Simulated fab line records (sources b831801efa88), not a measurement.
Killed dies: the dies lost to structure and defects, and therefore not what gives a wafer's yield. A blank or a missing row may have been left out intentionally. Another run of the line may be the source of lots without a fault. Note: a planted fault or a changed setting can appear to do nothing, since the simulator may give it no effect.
Tool commonality check	flow sky130	13 lots, 39 wafers sampled

== WHY IT WAS OPENED ==
Of 13 lots, 1 have the reading SD_N_TW flagged at SKY_SD_N_TW_MEAS_12. Fault-free wafers read 3971, with a standard deviation of 36.
Rule: a lot is flagged in two cases, either no wafer of it has a number, or all its wafers with numbers fall more than 4 standard deviations from that mean. The rest of the lots are taken to be sound.

lot	measured	on	SD_N_TW, wafer by wafer	flag
L501	day 28 05:35	film-metro-04	3978 3984 3972	
L503	day 28 13:20	film-metro-01	3983 3960 3980	
L504	day 29 02:50	film-metro-04	3998 4006 4021	
L505	day 29 05:04	film-metro-01	3952 3944 3950	
L506	day 29 10:32	film-metro-01	3965 3979 3967	
L507	day 29 17:24	film-metro-04	4000 4008 4024	
L508	day 30 02:46	film-metro-01	4012 4002 4008	
L509	day 30 15:13	film-metro-02	3900 3909 3928	
L510	day 30 17:56	film-metro-01	3974 3990 3970	
L514	day 32 00:05	film-metro-02	30 30 29	FLAGGED
L522	day 35 11:19	film-metro-04	3985 3989 3992	
L524	day 35 12:17	film-metro-02	3944 3964 3949	
L523	day 35 20:27	film-metro-02	3949 3946 3933	
Averaged over the flagged lots the numbers come to 30, -3941 from the usual (-99 or more standard deviations).

== WHICH TOOL RAN EACH LOT ==
Before the reading, the record contains 2 process steps out of a 708-step route. Cell contents, in order: the tool; ch with the chambers the sampled wafers went through; the start.
lot	flag	SKY_SPACER_ETCHBACK_02	SKY_SD_N_EXPOSE_04
L501		rie-diel-04 ch 0,3, day 23 08:26	iline-stepper-02 ch 0, day 27 13:40
L503		rie-diel-04 ch 1,3, day 23 20:53	iline-stepper-01 ch 0, day 28 01:32
L504		rie-diel-03 ch 1,2,3, day 23 22:11	iline-stepper-01 ch 0, day 28 10:49
L505		rie-diel-02 ch 0,1,3, day 24 01:41	iline-stepper-01 ch 0, day 28 12:55
L506		rie-diel-03 ch 2,3, day 24 18:55	iline-stepper-01 ch 0, day 28 18:41
L507		rie-diel-04 ch 0,1,3, day 25 01:04	iline-stepper-02 ch 0, day 29 04:23
L508		rie-diel-02 ch 0,2, day 25 12:05	iline-stepper-02 ch 0, day 29 12:41
L509		rie-diel-03 ch 1,3, day 26 00:13	iline-stepper-02 ch 0, day 29 23:39
L510		rie-diel-02 ch 0,1,2, day 26 03:16	iline-stepper-01 ch 0, day 30 03:29
L514	FLAGGED	rie-diel-03 ch 0,1,2, day 27 07:13	iline-stepper-01 ch 0, day 31 10:28
L522		rie-diel-02 ch 1,2, day 31 00:44	iline-stepper-02 ch 0, day 34 21:48
L524		rie-diel-04 ch 1,2,3, day 31 01:56	iline-stepper-01 ch 0, day 34 23:07
L523		rie-diel-03 ch 0,1,3, day 31 11:53	iline-stepper-01 ch 0, day 35 08:47
What is done by these steps:
- SKY_SPACER_ETCHBACK_02: etches Si3N4 in CH3F/O2, stops on SiO2, time 46.7 s, target depth 45 nm.
- SKY_SD_N_EXPOSE_04: exposes mask NSDM, target cd 380 nm.
- SKY_SD_N_TW_MEAS_12

== FLAGGED OVER TOTAL, TOOL BY TOOL (the gauges that took the reading come last) ==
step	tool	lots run	flagged	share of the flagged lots	sound lots run after its first flagged lot
SKY_SPACER_ETCHBACK_02	rie-diel-02	4	0	none	-
SKY_SPACER_ETCHBACK_02	rie-diel-03	5	1	all	1 (L523)
SKY_SPACER_ETCHBACK_02	rie-diel-04	4	0	none	-
SKY_SD_N_EXPOSE_04	iline-stepper-01	8	1	all	2 (L524,L523)
SKY_SD_N_EXPOSE_04	iline-stepper-02	5	0	none	-
SKY_SD_N_TW_MEAS_12	film-metro-01	5	0	none	-
SKY_SD_N_TW_MEAS_12	film-metro-02	4	1	all	2 (L524,L523)
SKY_SD_N_TW_MEAS_12	film-metro-04	4	0	none	-

== WHAT THE TABLE PERMITS ==
Every flagged lot was run by 3 rows of the table: rie-diel-03 at SKY_SPACER_ETCHBACK_02, iline-stepper-01 at SKY_SD_N_EXPOSE_04 and film-metro-02 at SKY_SD_N_TW_MEAS_12.
- rie-diel-03 at SKY_SPACER_ETCHBACK_02: 1 of its 5 lots flagged. Sound lots followed the first flagged one (L523) on it, something a lasting fault affecting the whole tool could not allow.
- iline-stepper-01 at SKY_SD_N_EXPOSE_04: 1 of its 8 lots flagged. Sound lots followed the first flagged one (L524, L523) on it, something a lasting fault affecting the whole tool could not allow.
- film-metro-02 at SKY_SD_N_TW_MEAS_12: 1 of its 4 lots flagged. Sound lots followed the first flagged one (L524, L523) on it, something a lasting fault affecting the whole tool could not allow.
There is no row in the table that ran each flagged lot and no sound lot after the first.

== WHAT WAS PUT IN BY THE SIMULATOR ==
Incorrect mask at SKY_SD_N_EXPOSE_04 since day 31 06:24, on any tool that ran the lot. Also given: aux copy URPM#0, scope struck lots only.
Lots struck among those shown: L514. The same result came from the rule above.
